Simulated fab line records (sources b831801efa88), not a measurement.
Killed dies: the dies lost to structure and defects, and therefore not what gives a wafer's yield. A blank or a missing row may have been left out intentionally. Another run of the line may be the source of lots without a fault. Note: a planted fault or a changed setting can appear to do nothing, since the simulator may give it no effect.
fab line records ; flow sky130
record: lots: 4; wafers: 12; last_day: 50
route steps=708 shown METAL4@631 VIA4@639 METAL5@661 PAD_OPEN@708
lots with no fault: from the same line, run without faults
start_h: hours from the record's opening day to when the first of the lot's shown wafers began ; wait_h: time in hours since the lot's previous step ; " as in the row above ; L1.1+2: a row that stands for several wafers ; - either no value or no given start ; * or withheld: withheld ; < > ~ a bound
route shown NAME@n: a module of which the file shows steps, and the number in the route of the first ; usual: the fault-free wafers' mean and standard deviation ; same: alike in all rows ; chamber/n: place in a boat ; sites: per-site readings ; _std_site: standard deviation of those values ; _edge_site: inner sites' mean taken away from outer sites' mean ; radius_mm: for every site, how far away it sits from the centre of the wafer ; mask NAME#n: copy n ; behind: the last tool/chamber to shape the wafer ; hold: cause of the lot's hold/its duration in hours/its outcome ; device: whichever transistor did not switch (one of n, p or np) ; end of line: the same wafers' tests at the end of the route ; a step without rows: its recipe alone ; killed: not the wafer's yield, but the dies lost to structure and defects at the first sort ; map: a wafer's dies, marking killed ones x, the rest . and places with no die _
set.NAME: setting as actually run; set.NAME@STEP: the setting as run at that earlier step ; model.NAME: the simulator's own value behind a step, which no gauge read
lots at selected steps of the route; one table per step, one row per wafer
services: a tool's chamber out of use, with start hour (start_h, from the record's first day; less than 0 if before it), hours out, and reason
== steps ==
step: SKY_METAL4_DESCUM_15
recipe: chemistry: O2; source_power_w: 150; bias_power_w: 0; pressure_mtorr: 10; temp_c: 40; time_s: 8
step: SKY_METAL4_ETCH_16
recipe: chemistry: N2/H2; target: BARC; ion_energy_ev: 200; bias_w: 100; pressure_mtorr: 30; n2_flow_sccm: 100; h2_flow_sccm: 200; icp_w: 500; stop_on: SiO2; time_s: 88.2; target_depth_a: 600
step: SKY_METAL4_ETCH_17
recipe: target: SiO2; stop_on: TiN; chemistry: C4F8/O2/Ar; source_w: 1500; bias_w: 1200; pressure_mtorr: 40; c4f8_flow_sccm: withheld; O2_flow_sccm: 6; Ar_flow_sccm: 300; time_s: 3.9; target_depth_a: 150
step: SKY_METAL4_METAL_ETCH_18
recipe: target_depth_a: 8450; stop_on: SiO2; over_etch_frac: 0.3; time_s: 183.1; chemistry: Cl2/BCl3; resist_sidewall_deg: 88; pressure_mtorr: 10; icp_w: 900; bias_w: 48.5; Cl2_flow_sccm: 60; bcl3_flow_sccm: 30
step: SKY_METAL4_STRIP_19
recipe: chemistry: O2/N2; power_w: 1400; pressure_mtorr: 1500; platen_temp_c: withheld; o2_flow_sccm: 3000; n2_flow_sccm: 300; overash_fraction: 0.5
step: SKY_METAL4_STRIP_20
recipe: chemistry: post_etch_residue_remover; time_s: 1200; temp_c: 72.5
step: SKY_METAL4_CLEAN_21
recipe: chemistry: IPA; time_s: 180; temp_c: 25
step: SKY_METAL4_CLEAN_22
recipe: chemistry: O3/DIW; dry: n2_spin
step: SKY_VIA4_HDPCVD_00
recipe: material: SiO2; target_thk_nm: 1750; sigma_open_frac: 0.3; time_s: 291.7; temp_c: 400; sih4_flow_sccm: 60; pressure_mtorr: 6
step: SKY_VIA4_CMP_02
recipe: material: SiO2; down_force_psi: 4; platen_rpm: 60; pad_velocity_m_s: 0.94248
usual: motor_current_A: 12.7/1.1; platen_rpm: 60.00/0.038
lot.wafer;tool;chamber;start_h;wait_h;motor_current_A;platen_rpm;model.SiO2_of_VIA4_HDPCVD_00.thk_nm
L513.4;cmp-02;3;1052.73;0.0;14.1;60.03;577.8
L513.1;cmp-02;0;1052.73;0.0;12.8;59.98;579.1
L513.5;cmp-02;0;1052.73;0.0;12.3;60.01;577.6
L520.1;cmp-02;1;1099.54;0.3;10.8;60.03;639.5
L520.3;cmp-02;3;1099.54;0.3;14.0;60.01;637.1
L520.5;cmp-02;1;1099.54;0.3;11.1;59.99;639.7
L521.2;cmp-02;1;1105.56;0.0;10.9;59.98;637.7
L521.4;cmp-02;3;1105.56;0.0;14.4;60.03;637.8
L521.6;cmp-02;2;1105.56;0.0;11.0;60.05;638.4
L527.1;cmp-01;1;1130.91;0.1;14.7;60.07;580.7
L527.3;cmp-01;3;1130.91;0.1;12.6;60.06;581.9
L527.6;cmp-01;1;1130.91;0.1;14.2;60.00;580.2
step: SKY_VIA4_BOW_MEAS_03
recipe: mode: bow
usual: VIA4_BOW: 78/7.6
lot.wafer;tool;chamber;start_h;wait_h;hold;VIA4_BOW[um]
L513.1;film_metro-03;-;1053.03;0.2;-;99
L513.4;film_metro-03;-;1053.03;0.2;-;95
L513.5;film_metro-03;-;1053.03;0.2;-;81
L520.1;film_metro-04;-;1099.79;0.2;await_dispo/0.2h/release;70
L520.3;film_metro-04;-;1099.79;0.2;await_dispo/0.2h/release;78
L520.5;film_metro-04;-;1099.79;0.2;await_dispo/0.2h/release;86
L520.1;film_metro-04;-;1100.07;0.3;-;-
L520.3;film_metro-04;-;1100.07;0.3;-;-
L520.5;film_metro-04;-;1100.07;0.3;-;-
L521.2;film_metro-01;-;1105.88;0.3;await_dispo/0.2h/release;73
L521.4;film_metro-01;-;1105.88;0.3;await_dispo/0.2h/release;70
L521.6;film_metro-01;-;1105.88;0.3;await_dispo/0.2h/release;83
L521.2;film_metro-01;-;1106.17;0.3;-;-
L521.4;film_metro-01;-;1106.17;0.3;-;-
L521.6;film_metro-01;-;1106.17;0.3;-;-
L527.1;film_metro-03;-;1131.16;0.2;-;74
L527.3;film_metro-03;-;1131.16;0.2;-;81
L527.6;film_metro-03;-;1131.16;0.2;-;69
step: SKY_VIA4_HMDS_05
recipe: prime_time_s: 60; prime_temp_c: 120
step: SKY_VIA4_COAT_06
recipe: resist: NOVOLAK; spin_rpm: 3020; resist_thk_nm: 1140
step: SKY_VIA4_SOFTBAKE_07
recipe: temp_c: 90; time_s: 60; resist: NOVOLAK
step: SKY_VIA4_EXPOSE_08
recipe: mask_id: VIM4; na: 0.6; source_shape: conventional; sigma_outer: 0.6; polarization: unpolarized; target_cd_nm: 800; dose_mj: 132
step: SKY_VIA4_PEB_09
recipe: temp_c: withheld; time_s: *; resist: NOVOLAK
step: SKY_VIA4_DEVELOP_10
recipe: resist: NOVOLAK; developer: TMAH; develop_time_s: 60; dev_temp_c: 23
step: SKY_VIA4_ETCH_12
recipe: target: SiO2; chemistry: C4F8/O2/Ar; stop_on: TiN; mask_material: NOVOLAK; source_w: 1500; bias_w: 1200; pressure_mtorr: 40; c4f8_flow_sccm: withheld; O2_flow_sccm: 6; Ar_flow_sccm: 300; time_s: withheld; target_depth_a: 5800
usual: oes_product_au: 0.926/0.0048
lot.wafer;tool;chamber;start_h;wait_h;oes_product_au;model.etch.depth_nm;model.VIA4.feature_depth_nm
L513.1;rie_diel-01;2;1074.64;0.0;0.933;579.1;579.1
L513.4;rie_diel-01;0;1074.64;0.0;0.926;577.8;577.8
L513.5;rie_diel-01;2;1074.64;0.0;0.917;577.6;577.6
L520.1;rie_diel-04;3;1119.60;0.0;0.976;639.5;639.5
L520.3;rie_diel-04;2;1119.60;0.0;0.976;637.1;637.1
L520.5;rie_diel-04;0;1119.60;0.0;0.988;639.7;639.7
L521.2;rie_diel-03;1;1126.09;0.0;0.981;637.7;637.7
L521.4;rie_diel-03;2;1126.09;0.0;0.972;637.8;637.8
L521.6;rie_diel-03;3;1126.09;0.0;0.968;638.4;638.4
L527.1;rie_diel-03;3;1148.98;0.0;0.930;580.7;580.7
L527.3;rie_diel-03;1;1148.98;0.0;0.930;581.9;581.9
L527.6;rie_diel-03;3;1148.98;0.0;0.921;580.2;580.2
step: SKY_VIA4_STRIP_13
recipe: chemistry: O2/N2; power_w: 1400; pressure_mtorr: 1500; platen_temp_c: withheld; o2_flow_sccm: 3000; n2_flow_sccm: 300; overash_fraction: 0.5
step: SKY_VIA4_STRIP_14
recipe: chemistry: post_etch_residue_remover; time_s: 1200; temp_c: 72.5
step: SKY_VIA4_CLEAN_15
recipe: chemistry: IPA; time_s: 180; temp_c: 25
step: SKY_VIA4_CLEAN_16
recipe: chemistry: O3/DIW; dry: n2_spin
step: SKY_VIA4_SPUTTER_17
recipe: material: TiN; target_thk_nm: 20; chamber_pressure_pa: 5; power_w: 4000; time_s: 80
step: SKY_VIA4_CVD_18
recipe: material: W; target_thk_nm: 505; time_s: 152.14; temp_c: 400; pressure_torr: 40
step: SKY_VIA4_CMP_21
recipe: stop_on: SiO2; t_overpolish_s: 25; down_force_psi: 3.5; platen_rpm: 60; target_thk_nm: 0; pad_velocity_m_s: 0.94248
step: SKY_METAL5_SPUTTER_00
recipe: material: Ti; target_thk_nm: 15; power_w: 3000; time_s: 10; chamber_pressure_pa: 0.4
step: SKY_METAL5_SPUTTER_01
recipe: material: TiN; target_thk_nm: 20; power_w: 6500; time_s: 16.7; chamber_pressure_pa: 0.4
step: SKY_METAL5_SPUTTER_02
recipe: material: AlCu; target_thk_nm: 1150; power_w: 10600; time_s: 61.2; chamber_pressure_pa: 0.4
step: SKY_METAL5_SPUTTER_03
recipe: material: Ti; target_thk_nm: 5; power_w: 3000; time_s: 3.3; chamber_pressure_pa: 0.4
step: SKY_METAL5_SPUTTER_04
recipe: material: TiN; target_thk_nm: 70; power_w: 6500; time_s: 57.49; chamber_pressure_pa: 0.4
step: SKY_METAL5_DEHYDRATE_07
recipe: temp_c: 200; time_s: 60
step: SKY_METAL5_HMDS_08
recipe: prime_time_s: 60; prime_temp_c: 120
step: SKY_METAL5_COAT_09
recipe: resist: NOVOLAK; spin_rpm: 3000; resist_thk_nm: 1800
step: SKY_METAL5_METAL_ETCH_15
recipe: target_depth_a: 12600; stop_on: SiO2; over_etch_frac: 0.2; time_s: 252; chemistry: Cl2/BCl3; resist_sidewall_deg: 86; pressure_mtorr: 10; icp_w: 900; bias_w: 48.5; Cl2_flow_sccm: 60; bcl3_flow_sccm: 30
usual: drypump_motor_current_A: 5.97/0.23; mfc_cl2_sccm: 59.99/0.19; oes_product_au: 0.894/0.0048; throttle_valve_pct: 22.265/0.0094
lot.wafer;tool;chamber;start_h;wait_h;drypump_motor_current_A;mfc_cl2_sccm;oes_product_au;rf_hours_counter_h;throttle_valve_pct;model.SiO2_of_VIA4_HDPCVD_00.thk_nm
L513.1;rie_metal-01;1;1097.49;0.0;5.63;59.68;0.896;16;22.257;548
L513.4;rie_metal-01;0;1097.49;0.0;5.76;60.21;0.897;-;22.270;547.2
L513.5;rie_metal-01;0;1097.49;0.0;5.79;59.80;0.901;-;22.259;547.1
L520.1;rie_metal-04;1;1140.05;0.0;6.31;60.03;0.897;24;22.245;609.1
L520.3;rie_metal-04;1;1140.05;0.0;6.31;60.22;0.896;-;22.243;607.1
L520.5;rie_metal-04;0;1140.05;0.0;5.86;60.04;0.893;-;22.262;609.1
L521.2;rie_metal-03;0;1146.95;0.0;6.21;60.27;0.891;19;22.269;607.1
L521.4;rie_metal-03;1;1146.95;0.0;6.09;60.07;0.892;-;22.265;607.5
L521.6;rie_metal-03;1;1146.95;0.0;6.10;60.05;0.892;-;22.261;608.2
L527.1;rie_metal-04;0;1169.05;0.0;5.90;59.97;0.893;18;22.256;550
L527.3;rie_metal-04;0;1169.05;0.0;5.87;59.90;0.902;-;22.275;551.2
L527.6;rie_metal-04;1;1169.05;0.0;6.32;60.00;0.891;-;22.263;549.9
step: SKY_PAD_OPEN_PROBE_99
lot.wafer;tool;chamber;start_h;wait_h;hold;model.etest.via4_chain.rc_ohm
L513.1;prober-01;-;1140.70;0.1;-;0.7914
L513.4;prober-01;-;1140.85;0.2;-;0.8
L513.5;prober-01;-;1140.90;0.2;-;0.7831
L520.1;prober-02;-;1177.95;0.1;await_dispo/4.7h/release;1.458
L520.3;prober-02;-;1178.05;0.2;await_dispo/4.7h/release;1.579
L520.5;prober-02;-;1178.15;0.2;await_dispo/4.7h/release;1.271
L521.2;prober-02;-;1185.95;0.1;await_dispo/1.8h/release;0.945
L521.4;prober-02;-;1186.05;0.2;await_dispo/1.8h/release;0.9495
L521.6;prober-02;-;1186.15;0.2;await_dispo/1.8h/release;1.503
L527.1;prober-01;-;1205.38;0.1;-;0.829
L527.3;prober-01;-;1205.48;0.2;-;0.8095
L527.6;prober-01;-;1205.63;0.2;-;0.8044
killed by level:class
L513.1 CONTACT:geometric_particle:open=13 VIA1:geometric_particle:open=8 VIA1:geometric_particle:short=8 FIELD_ISO:geometric_particle:open=7 METAL2:geometric_particle:short=4 LI_CONTACT:geometric_particle:open=4 VIA2:geometric_particle:open=4 POLY_GATE:geometric_particle:open=3
L513.4 VIA1:geometric_particle:open=10 VIA3:geometric_particle:open=10 VIA2:geometric_particle:open=9 LI_CONTACT:geometric_particle:open=7 CONTACT:geometric_particle:open=7 CONTACT:geometric_particle:short=6 LOCAL_INTERCONNECT:geometric_particle:short=5 METAL1:geometric_particle:short=5
L513.5 CONTACT:geometric_particle:open=15 VIA1:geometric_particle:short=8 LOCAL_INTERCONNECT:geometric_particle:short=7 VIA1:geometric_particle:open=7 VIA2:geometric_particle:open=6 FIELD_ISO:geometric_particle:open=4 POLY_GATE:geometric_particle:short=4 LI_CONTACT:geometric_particle:open=4
L527.1 CONTACT:geometric_particle:open=10 METAL2:geometric_particle:short=8 LI_CONTACT:geometric_particle:open=7 VIA2:geometric_particle:open=7 FIELD_ISO:geometric_particle:short=5 FIELD_ISO:geometric_particle:open=5 CONTACT:geometric_particle:short=5 VIA1:geometric_particle:short=5
L527.3 VIA1:geometric_particle:open=14 CONTACT:geometric_particle:open=10 VIA1:geometric_particle:short=9 FIELD_ISO:geometric_particle:open=6 LI_CONTACT:geometric_particle:open=6 METAL2:geometric_particle:short=6 VIA3:geometric_particle:open=5 LOCAL_INTERCONNECT:geometric_particle:short=3
L527.6 VIA1:geometric_particle:open=12 METAL1:geometric_particle:short=9 CONTACT:geometric_particle:open=9 VIA3:geometric_particle:open=6 CONTACT:geometric_particle:short=5 POLY_GATE:geometric_particle:open=4 LI_CONTACT:geometric_particle:short=4 VIA2:geometric_particle:open=4
map L513.4 (x killed, . not)
__________....x....._________
________..x........xx._______
______x.........x.xx...._____
_____xx....x...x...x...x.____
____.......xxxx...........___
___.......xx..x....x..x.xx.__
__x..x......x......x....x.xx_
_x.................x..x......
_.......x.x.....xx.x..x......
_....x.........xx...x......xx
_xx...x.......x..............
_..x..x.xxx.......x..........
_........xxx.x....xx..x......
_.........x...x...........x..
_...x................x...x...
__xx...x.......x...x........_
___.............x..........__
____....x.x...x...x......x___
_____........x...........____
______..xxx..x..x....x.._____
________....x.x.x..x.x_______
__________.x...x...._________
map L527.6 (x killed, . not)
__________xx...x...._________
________x..........x.._______
______x...x..........x.._____
_____.............x......____
____......x.........x.x...___
___.....x....x.x.........x.__
__....x...x......x...x.....x_
_........x.....x.......x..x..
_xx.............x.......x.x..
_xx....x..x.....x.x..x....x..
_....x..x.x.......x...x..x...
_.x....x...x...x..x..x.......
_.........x.............x...x
_x..xx.x....x...x....x....xx.
_...x..x.............xx......
__..x..........x....x...x..._
___..x......x..x....xx.....__
____x......x..............___
_____.....x...x...xx....x____
______.x...x.x.x........_____
________x......x......_______
__________.......x.._________
== services ==
tool;chamber;start_h;hours;kind
cmp-02;-;1037.19;7.7;pm
rie_metal-04;0;1045.44;15.5;repair
rie_diel-01;3;1051.26;1.5;repair
rie_diel-01;1;1070.44;3.9;repair
rie_diel-03;3;1073.68;-;clean
rie_diel-03;3;1073.68;29.9;scheduled_down
rie_diel-03;3;1073.68;29.9;vent_cycle
rie_diel-01;-;1085.67;25.3;repair
cmp-02;-;1086.31;4.0;pm
cmp-02;-;1090.31;-;consumable_replace:conditioner
cmp-02;-;1090.31;-;consumable_replace:pad
rie_metal-04;0;1092.20;24.9;repair
cmp-01;-;1096.47;5.9;pm
cmp-01;-;1105.47;2.6;repair
rie_diel-03;-;1113.31;0.4;repair
rie_diel-03;2;1144.49;26.8;repair
cmp-02;-;1145.99;0.9;repair
rie_diel-01;3;1154.83;2.2;repair
rie_diel-01;3;1159.44;8.9;repair
rie_diel-03;0;1160.83;13.7;repair
== key ==
first_sign: step: SKY_VIA4_BOW_MEAS_03; reading: visit; direction: added
effect: step: SKY_VIA4_ETCH_12; reading: oes_product_au; direction: up; sigmas: 11; usual: 0.926; struck: 0.977
effect: step: SKY_PAD_OPEN_PROBE_99; reading: hold; direction: added
model_effect: step: SKY_VIA4_CMP_02; value: SiO2_of_VIA4_HDPCVD_00.thk_nm; without: 580.4; struck: 638.4
model_effect: step: SKY_VIA4_ETCH_12; value: etch.depth_nm; without: 580.4; struck: 638.4
model_effect: step: SKY_METAL5_METAL_ETCH_15; value: SiO2_of_VIA4_HDPCVD_00.thk_nm; without: 550; struck: 608
model_effect: step: SKY_PAD_OPEN_PROBE_99; value: etest.via4_chain.rc_ohm; without: 0.7948; struck: 1.284
met_at SKY_VIA4_CMP_02
struck_wafers L520.1,L520.3,L520.5,L521.2,L521.4,L521.6
sort_left_out L520.1,L520.3,L520.5,L521.2,L521.4,L521.6
onset_between 1052.73 1099.54
fault: kind: process_parameter_drift; tool: cmp-02; chamber: -; onset_h: 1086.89; steps: SKY_VIA4_CMP_02; channel: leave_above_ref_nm; offset: 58; shape: step; end_h: 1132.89; acts_in: these_recipes_only; stated: 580
sort_left_out: the simulated sort isn't trusted on such a fault, so these wafers' sort isn't shown, and their yield isn't known
